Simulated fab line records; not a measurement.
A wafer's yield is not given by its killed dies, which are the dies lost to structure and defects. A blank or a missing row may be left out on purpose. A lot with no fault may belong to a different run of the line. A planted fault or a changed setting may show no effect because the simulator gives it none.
Which of the tools did it?	flow gf180mcu	39 wafers from 13 lots sampled at 4 of the route's 602 steps

## WHAT EACH GAUGE READ, for each wafer
GF_V5_THK_MEAS_25: measures by xrf. Usual: V5_W_THK typically reads 350 nm, with standard deviation 4.5.
lot	measured	on	V5_W_THK (nm)	flag
L546	day 27 13:32	film metro-01	347 354 343	
L547	day 27 22:40	film metro-03	352 350 353	
L551	day 29 05:56	film metro-03	349 355 347	
L557	day 31 03:26	film metro-03	351 350 349	
L558	day 31 11:40	film metro-02	354 358 358	
L560	day 31 17:35	film metro-03	351 351 348	
L561	day 31 23:56	film metro-03	357 350 355	
L562	day 32 06:28	film metro-03	350 349 350	
L563	day 32 13:03	film metro-01	361 348 349	
L565	day 32 22:49	film metro-03	346 351 349	
L566	day 33 06:33	film metro-03	350 346 350	
L567	day 33 12:04	film metro-03	344 346 337	
L568	day 33 16:50	film metro-03	351 347 354	

## WHAT TOOL EACH LOT RAN ON (gives the tool, then ch and the chambers of the sampled wafers, and finally the start)
lot	GF_HV_LDD_STRIP_10	GF_M5_METAL_ETCH_10	GF_V5_SPUTTER_21
L546	plasma asher-04 ch 0,1, day 10 08:49	rie metal-02 ch 0,1, day 26 14:41	pvd sputter-03, day 27 13:12
L547	plasma asher-04 ch 0,1, day 10 15:51	rie metal-01 ch 0,1, day 27 00:16	pvd sputter-02, day 27 22:20
L551	plasma asher-04 ch 0,1, day 11 20:20	rie metal-03 ch 0,1, day 28 07:46	pvd sputter-03, day 29 05:35
L557	plasma asher-01 ch 0,1, day 13 21:31	rie metal-02 ch 0,1, day 30 06:55	pvd sputter-03, day 31 03:06
L558	plasma asher-04 ch 0,1, day 14 05:01	rie metal-03 ch 0,1, day 30 15:13	pvd sputter-03, day 31 11:20
L560	plasma asher-04 ch 0,1, day 14 16:59	rie metal-01 ch 0,1, day 30 21:49	pvd sputter-01, day 31 17:16
L561	plasma asher-04 ch 0,1, day 14 23:32	rie metal-02 ch 0,1, day 31 03:55	pvd sputter-01, day 31 23:35
L562	plasma asher-01 ch 0,1, day 15 08:53	rie metal-01 ch 0,1, day 31 10:55	pvd sputter-01, day 32 06:07
L563	plasma asher-01 ch 0,1, day 15 15:44	rie metal-01 ch 0,1, day 31 18:31	pvd sputter-02, day 32 12:43
L565	plasma asher-04 ch 0,1, day 16 04:01	rie metal-03 ch 0,1, day 32 03:46	pvd sputter-01, day 32 22:29
L566	plasma asher-01 ch 0,1, day 16 13:08	rie metal-03 ch 0,1, day 32 11:40	pvd sputter-03, day 33 06:13
L567	plasma asher-01 ch 0,1, day 16 21:54	rie metal-01 ch 0,1, day 32 16:52	pvd sputter-02, day 33 11:43
L568	plasma asher-02 ch 0,1, day 17 04:24	rie metal-02 ch 0,1, day 32 22:40	pvd sputter-02, day 33 16:30
- GF_HV_LDD_STRIP_10: strips in O2/N2.
- GF_M5_METAL_ETCH_10: etches the open film in Cl2/BCl3, stops on SiO2, target depth 627.5 nm, time 104.6 s.
- GF_V5_SPUTTER_21: material Ti, target thk 15 nm, time 80.02 s.

## AS READ BY THE TOOLS THEMSELVES (means over the sampled wafers that have a number; for cases with no such wafer, the mark the record gives instead)
GF_HV_LDD_STRIP_10. Usual: drypump motor current A 5.4 A, standard deviation 0.53; heater power w 322 W, standard deviation 15; oes product au 0.716 a.u., standard deviation 0.0052; strip time to endpoint s 12.64 s, standard deviation 0.038.
lot	tool	drypump motor current A (A)	heater power w (W)	oes product au (a.u.)	strip time to endpoint s (s)	flag
L546	plasma asher-04	5.2	325	0.720	12.59	
L547	plasma asher-04	5.2	320	0.713	12.63	
L551	plasma asher-04	5.2	319	0.722	12.68	
L557	plasma asher-01	5.3	324	0.716	12.67	
L558	plasma asher-04	5.2	322	0.715	12.67	
L560	plasma asher-04	5.1	333	0.717	12.68	
L561	plasma asher-04	5.2	321	0.716	12.65	
L562	plasma asher-01	5.3	320	0.714	12.64	
L563	plasma asher-01	5.3	318	0.718	12.68	
L565	plasma asher-04	5.2	327	0.717	12.63	
L566	plasma asher-01	5.3	320	0.717	12.65	
L567	plasma asher-01	5.3	324	0.715	12.57	
L568	plasma asher-02	6.1	316	0.712	12.64	

GF_M5_METAL_ETCH_10. Usual: drypump motor current A 5.9 A, standard deviation 0.33; oes product au 0.973 a.u., standard deviation 0.0063; throttle valve pct 28.249 %, standard deviation 0.0099.
lot	tool	drypump motor current A (A)	oes product au (a.u.)	throttle valve pct (%)	flag
L546	rie metal-02	5.8	0.972	28.257	
L547	rie metal-01	5.9	0.966	28.249	
L551	rie metal-03	5.7	0.973	28.234	
L557	rie metal-02	6.1	0.971	28.246	
L558	rie metal-03	5.7	0.983	28.240	
L560	rie metal-01	5.9	0.976	28.248	
L561	rie metal-02	6.1	0.975	28.248	
L562	rie metal-01	6.0	0.972	28.252	
L563	rie metal-01	5.9	0.972	28.250	
L565	rie metal-03	5.7	0.969	28.249	
L566	rie metal-03	5.7	0.970	28.253	
L567	rie metal-01	5.9	0.975	28.249	
L568	rie metal-02	6.1	0.969	28.253	

GF_V5_SPUTTER_21. Usual: throttle valve pct reads 30.3 % (standard deviation 0.99).
lot	tool	throttle valve pct (%)	flag
L546	pvd sputter-03	31.1	
L547	pvd sputter-02	30.1	
L551	pvd sputter-03	30.1	
L557	pvd sputter-03	30.7	
L558	pvd sputter-03	30.5	
L560	pvd sputter-01	30.1	
L561	pvd sputter-01	30.6	
L562	pvd sputter-01	30.9	
L563	pvd sputter-02	30.1	
L565	pvd sputter-01	29.6	
L566	pvd sputter-03	30.4	
L567	pvd sputter-02	30.1	
L568	pvd sputter-02	31.4	

## THE ANSWER, worked out from the rows above alone
Rule: a lot is off if the mean of its wafers that have a number lies more than 3 standard deviations from the usual mean. Also off: a lot with no number at a reading for which 4 or more lots have one. The other lots that the step has rows for count as sound. After the gauges, taken in route order, come the tools' own readings; for these a lot's mean is taken, as printed above. The first step at which some lot is off is used, and at that step the reading that is off furthest; a lot without a number counts as furthest.
None of the lots is off at any reading shown; this tells nothing.

## WHAT HAD BEEN PUT IN BY THE SIMULATOR
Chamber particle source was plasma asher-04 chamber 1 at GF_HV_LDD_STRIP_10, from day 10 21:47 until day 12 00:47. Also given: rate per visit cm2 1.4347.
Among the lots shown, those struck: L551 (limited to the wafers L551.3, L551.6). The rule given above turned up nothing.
